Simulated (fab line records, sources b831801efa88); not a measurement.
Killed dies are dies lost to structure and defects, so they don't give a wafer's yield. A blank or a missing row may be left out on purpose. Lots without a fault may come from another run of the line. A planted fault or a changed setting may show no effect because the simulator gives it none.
Which tool did it? | flow sfq_line | 14 lots, 42 wafers sampled, at 4 steps of a route of 325

WHAT THE GAUGES READ, wafer by wafer
The record holds no reading of a measuring or inspecting step that can be judged against a usual standard deviation.

WHICH TOOL RAN EACH LOT (tool, then ch and the chambers of the sampled wafers, then the start)
lot  | SFQ_TRILAYER_M3_STRIP_STRIP_079   | SFQ_TRILAYER_M4_STRIP_STRIP_097   | SFQ_TRILAYER_I4_VIA_LITHO_PEB_106 | SFQ_TRILAYER_I4_VIA_STRIP_STRIP_107
L235 | rie_metal-04 ch 0,1, day 39 05:18 | rie_metal-04 ch 0, day 45 12:18   | litho_track-01 ch 0, day 51 13:05 | rie_metal-04 ch 0,1, day 51 13:33
L236 | rie_metal-02 ch 0,1, day 39 16:19 | rie_metal-02 ch 0,1, day 45 22:17 | litho_track-03 ch 0, day 51 19:07 | rie_metal-03 ch 0,1, day 51 19:45
L238 | rie_metal-01 ch 0,1, day 39 22:19 | rie_metal-02 ch 0,1, day 46 04:00 | litho_track-01 ch 0, day 51 23:56 | rie_metal-03 ch 0,1, day 52 00:33
L239 | rie_metal-01 ch 0,1, day 40 00:31 | rie_metal-04 ch 0,1, day 46 06:19 | litho_track-01 ch 0, day 52 02:16 | rie_metal-03 ch 0,1, day 52 02:45
L241 | rie_metal-02 ch 0,1, day 40 06:31 | rie_metal-02 ch 0,1, day 46 20:49 | litho_track-01 ch 0, day 52 11:41 | rie_metal-03 ch 0,1, day 52 12:09
L242 | rie_metal-04 ch 0,1, day 40 09:08 | rie_metal-03 ch 0,1, day 47 03:01 | litho_track-03 ch 0, day 52 19:02 | rie_metal-04 ch 0,1, day 52 19:41
L243 | rie_metal-02 ch 0,1, day 40 14:30 | rie_metal-03 ch 0,1, day 47 05:13 | litho_track-04 ch 0, day 52 22:35 | rie_metal-01 ch 0,1, day 52 23:05
L245 | rie_metal-04 ch 0,1, day 42 06:33 | rie_metal-03 ch 0,1, day 48 23:22 | litho_track-03 ch 0, day 54 08:11 | rie_metal-01 ch 0,1, day 54 08:41
L249 | rie_metal-04 ch 0,1, day 43 07:53 | rie_metal-04 ch 0,1, day 50 00:07 | litho_track-04 ch 0, day 55 21:56 | rie_metal-04 ch 0,1, day 55 22:25
L252 | rie_metal-04 ch 0,1, day 44 17:17 | rie_metal-04 ch 1, day 51 00:54   | litho_track-01 ch 0, day 56 21:25 | rie_metal-03 ch 0, day 56 21:55
L253 | rie_metal-02 ch 0,1, day 44 18:29 | rie_metal-03 ch 0,1, day 51 05:07 | litho_track-01 ch 0, day 57 04:37 | rie_metal-01 ch 0,1, day 57 05:07
L256 | rie_metal-01 ch 0,1, day 45 19:38 | rie_metal-03 ch 0,1, day 51 20:46 | litho_track-01 ch 0, day 57 17:51 | rie_metal-03 ch 0,1, day 57 18:19
L257 | rie_metal-04 ch 0,1, day 47 01:37 | rie_metal-02 ch 0,1, day 52 20:37 | litho_track-03 ch 0, day 58 13:01 | rie_metal-01 ch 0,1, day 58 13:31
L258 | rie_metal-04 ch 0,1, day 47 08:49 | rie_metal-02 ch 0,1, day 52 21:58 | litho_track-03 ch 0, day 58 16:39 | rie_metal-04 ch 0, day 58 17:19
- SFQ_TRILAYER_M3_STRIP_STRIP_079: strips in O2.
- SFQ_TRILAYER_M4_STRIP_STRIP_097: strips in O2.
- SFQ_TRILAYER_I4_VIA_LITHO_PEB_106: peb time 60 s.
- SFQ_TRILAYER_I4_VIA_STRIP_STRIP_107: strips in O2.

WHAT THE TOOLS THEMSELVES READ (means of the sampled wafers that have a number; where no wafer has one, the mark that the record gives instead)
SFQ_TRILAYER_M3_STRIP_STRIP_079.
lot  | tool         | drypump_motor_current_A (A) | oes_product_au (a.u.)
L235 | rie_metal-04 | 6.2                         | 1.006
L236 | rie_metal-02 | 5.5                         | 1.006
L238 | rie_metal-01 | 6.2                         | 1.003
L239 | rie_metal-01 | 5.8                         | 0.989
L241 | rie_metal-02 | 5.5                         | 1.000
L242 | rie_metal-04 | 6.2                         | 1.003
L243 | rie_metal-02 | 5.9                         | 1.005
L245 | rie_metal-04 | 6.2                         | 1.003
L249 | rie_metal-04 | 6.2                         | 1.008
L252 | rie_metal-04 | 6.2                         | 1.020
L253 | rie_metal-02 | 5.9                         | 0.995
L256 | rie_metal-01 | 6.2                         | 0.991
L257 | rie_metal-04 | 6.2                         | 1.012
L258 | rie_metal-04 | 6.2                         | 1.016

SFQ_TRILAYER_M4_STRIP_STRIP_097.
lot  | tool         | drypump_motor_current_A (A) | oes_product_au (a.u.)
L235 | rie_metal-04 | 6.2                         | 1.013
L236 | rie_metal-02 | 5.5                         | 1.001
L238 | rie_metal-02 | 5.5                         | 1.000
L239 | rie_metal-04 | 6.2                         | 1.008
L241 | rie_metal-02 | 5.9                         | 1.003
L242 | rie_metal-03 | 5.3                         | 0.987
L243 | rie_metal-03 | 5.4                         | 0.990
L245 | rie_metal-03 | 5.3                         | 1.001
L249 | rie_metal-04 | 6.2                         | 0.999
L252 | rie_metal-04 | 6.2                         | 1.012
L253 | rie_metal-03 | 5.3                         | 0.985
L256 | rie_metal-03 | 5.4                         | 1.002
L257 | rie_metal-02 | 5.5                         | 1.005
L258 | rie_metal-02 | 5.5                         | 1.002

SFQ_TRILAYER_I4_VIA_LITHO_PEB_106.
lot  | tool           | heater_power_total_W (W) | plate_temp_C (C)
L235 | litho_track-01 | 79.11                    | 114.97
L236 | litho_track-03 | 79.12                    | 115.04
L238 | litho_track-01 | 79.16                    | 115.12
L239 | litho_track-01 | 79.15                    | 114.98
L241 | litho_track-01 | 79.14                    | 115.18
L242 | litho_track-03 | 79.18                    | 115.03
L243 | litho_track-04 | 79.20                    | 115.05
L245 | litho_track-03 | 79.10                    | 114.84
L249 | litho_track-04 | 79.16                    | 115.04
L252 | litho_track-01 | 79.17                    | 115.13
L253 | litho_track-01 | 81.77                    | 118.02
L256 | litho_track-01 | 81.72                    | 117.95
L257 | litho_track-03 | 79.18                    | 115.13
L258 | litho_track-03 | 79.16                    | 114.99

SFQ_TRILAYER_I4_VIA_STRIP_STRIP_107.
lot  | tool         | drypump_motor_current_A (A) | oes_product_au (a.u.)
L235 | rie_metal-04 | 6.1                         | 1.009
L236 | rie_metal-03 | 5.3                         | 1.004
L238 | rie_metal-03 | 5.3                         | 0.998
L239 | rie_metal-03 | 5.4                         | 0.998
L241 | rie_metal-03 | 5.3                         | 1.004
L242 | rie_metal-04 | 6.2                         | 1.011
L243 | rie_metal-01 | 5.8                         | 1.007
L245 | rie_metal-01 | 5.8                         | 0.997
L249 | rie_metal-04 | 6.2                         | 1.006
L252 | rie_metal-03 | 5.5                         | 1.007
L253 | rie_metal-01 | 6.2                         | 1.001
L256 | rie_metal-03 | 5.4                         | 1.006
L257 | rie_metal-01 | 5.9                         | 1.002
L258 | rie_metal-04 | 6.2                         | 1.001

THE ANSWER, worked out from the rows above alone
Rule: what is usual is taken from the lots themselves. Put in order of their means at a reading, lots are off if they are a third of the lots or fewer, leave a main group of 4 or more, and stand apart from it by a gap of 3 or more times the standard deviation of the main group's means; of several such gaps the widest counts. A main group whose means are all the same, to the digits that the tables above print for the reading, isn't used. A lot without any number at a reading at which 4 lots or more have one is off too. The other lots that the step has rows for count as sound. The gauges are gone through in route order, then the tools' own readings, and for those a lot's mean is taken as printed above. The first step at which some lot is off is used, and at that step the reading that is off furthest; a lot without a number counts as furthest.
Off: L253, L256, at SFQ_TRILAYER_I4_VIA_LITHO_PEB_106 (heater_power_total_W). The main group: mean 79.15 W, standard deviation 0.029.
A tool fits if, at that step or a process step before it, it ran every lot that is off, and no sound lot after the first of them. Can't be told from this: 2 tools fit, rie_metal-03 at SFQ_TRILAYER_M4_STRIP_STRIP_097, litho_track-01 at SFQ_TRILAYER_I4_VIA_LITHO_PEB_106.

WHAT THE SIMULATOR HAD PUT IN
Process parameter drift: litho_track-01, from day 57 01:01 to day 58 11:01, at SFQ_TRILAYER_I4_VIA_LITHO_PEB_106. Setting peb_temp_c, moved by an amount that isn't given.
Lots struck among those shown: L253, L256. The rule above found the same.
